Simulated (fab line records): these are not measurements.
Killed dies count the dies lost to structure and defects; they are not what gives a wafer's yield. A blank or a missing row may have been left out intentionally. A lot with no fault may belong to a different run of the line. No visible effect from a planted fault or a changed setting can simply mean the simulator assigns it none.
8D (eight disciplines) problem report, filled in by code | flow sky130 | the parts of the form that need people (team, actions taken, sign-off) are left out

== 1. WHAT WENT WRONG ==
METAL5_ALCU_RS at SKY_METAL5_RS_MEAS_05 reads a mean of 0.02552 ohm/sq on 4 wafers of 2 lots; wafers without a fault read 0.02699 ohm/sq with a standard deviation of 0.00029. Measured from the usual mean, that is -5.1 standard deviations.
The step: measures by four-point-probe.
Earliest sighting: wafer L654.1 on film-metro-01 at day 43 14:12. The record has a number at this step for 30 wafers belonging to 10 lots. The rule behind "out" and "out of limits": a value lying over 4 standard deviations away from the usual mean. The other wafers with a number count as sound.

== 2. WHAT IT IS AND WHAT IT IS NOT ==
question                    | is                             | is not
which readings at this step | METAL5_ALCU_RS                 | -
which lots                  | L654, L656                     | L652, L653, L662, L664, L668, L669, L670, L674
which wafers of those lots  | L654.1, L654.5, L656.1, L656.2 | L654.4, L656.6
read on which gauges        | film-metro-01                  | film-metro-03, film-metro-04
when                        | from day 43 14:12              | up to then (7 sound wafers); but 19 sound wafers of L656, L662, L664, L668, L669, L670, L674 came after

== 3. THE SUSPECTS, EACH WITH WHAT RULES IT OUT ==
Counting: if a tool at a process step up to the reading ran every lot that is out, it stays a suspect. Sound lots after the first of them don't rule it out here, since some wafers of a struck lot are sound.
- the gauge at SKY_METAL5_RS_MEAS_05: kept. All the wafers that are out were read on film-metro-01, and no step on other tools shows them out.
- rie-diel-02 at SKY_VIA2_ETCH_14 (etches BARC in N2/H2, stops on SiO2, time 45.9 s, target depth 60 nm): kept. It ran every lot that is out, first L654 (day 37 03:44); its last sound lot up to then is L652 (day 36 19:04).
- rie-metal-04 at SKY_CAP2M_METAL_ETCH_13 (etches TiN in Cl2/BCl3, stops on SiO2, target depth 220 nm, time 62.9 s): kept. It ran every lot that is out, first L654 (day 41 11:43); its last sound lot up to then is L652 (day 41 05:15).
- pvd-sputter-04 at SKY_METAL5_SPUTTER_02 (material AlCu, target thk 1150 nm, time 61.2 s): kept. It ran every lot that is out, first L654 (day 43 14:05); its last sound lot up to then is L653 (day 43 10:04).
Left after counting: rie-diel-02 at SKY_VIA2_ETCH_14, rie-metal-04 at SKY_CAP2M_METAL_ETCH_13, pvd-sputter-04 at SKY_METAL5_SPUTTER_02, film-metro-01 at SKY_METAL5_RS_MEAS_05.

== 4. THE CAUSE (what the simulator had put in) ==
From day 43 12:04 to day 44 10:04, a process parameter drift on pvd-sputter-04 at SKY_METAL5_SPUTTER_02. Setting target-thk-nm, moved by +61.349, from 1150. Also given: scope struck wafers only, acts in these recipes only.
Counting left 4 suspects, and this tool is among them.

== 5. THE CHAIN OF EFFECTS, in route order ==
Rows list readings where the struck wafers' mean (over those with a number) sits beyond 3 standard deviations from the usual. Readings are gone through only where the record gives a usual standard deviation; hours: the median, over the lots, of the time from a lot's start at the first step in this table giving one to that lot's start at this step; sigmas: the change measured in usual standard deviations.
hours | step                     | reading         | usual          | on struck wafers | change   | sigmas
0     | SKY_METAL5_RS_MEAS_05    | METAL5_ALCU_RS  | 0.02699 ohm/sq | 0.02552          | -0.00147 | -5.1
0     | SKY_METAL5_THK_MEAS_06   | METAL5_ALCU_THK | 1154 nm        | 1221             | +67      | +5.1
22    | SKY_METAL5_METAL_ETCH_15 | oes-product-au  | 0.894 a.u.     | 0.911            | +0.017   | +3.1
Here are the process steps it includes:
- SKY_METAL5_METAL_ETCH_15: etches the open film in Cl2/BCl3, stops on SiO2, target depth 1260 nm, time 252 s.
At these later measuring or inspecting steps, every struck wafer for which the step has a row has a number for every such reading, and none has moved that far: SKY_PASSIVATION_THK_MEAS_03.

== 6. HOW IT WOULD HAVE BEEN CAUGHT EARLIER ==
Counted from the fault's start at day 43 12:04, it took 2 hours until the first out-of-limits reading at a measuring or inspecting step in this record, taken at day 43 14:12.
An alarm limit of 4 standard deviations would not have fired on the tool readings at SKY_METAL5_SPUTTER_02 for which the record gives a usual standard deviation, since none of them was out on any struck wafer.
Of the lots that are out (2), L656 began SKY_METAL5_SPUTTER_02 on pvd-sputter-04 after day 43 14:12. A hold on the tool at that time would have spared it.
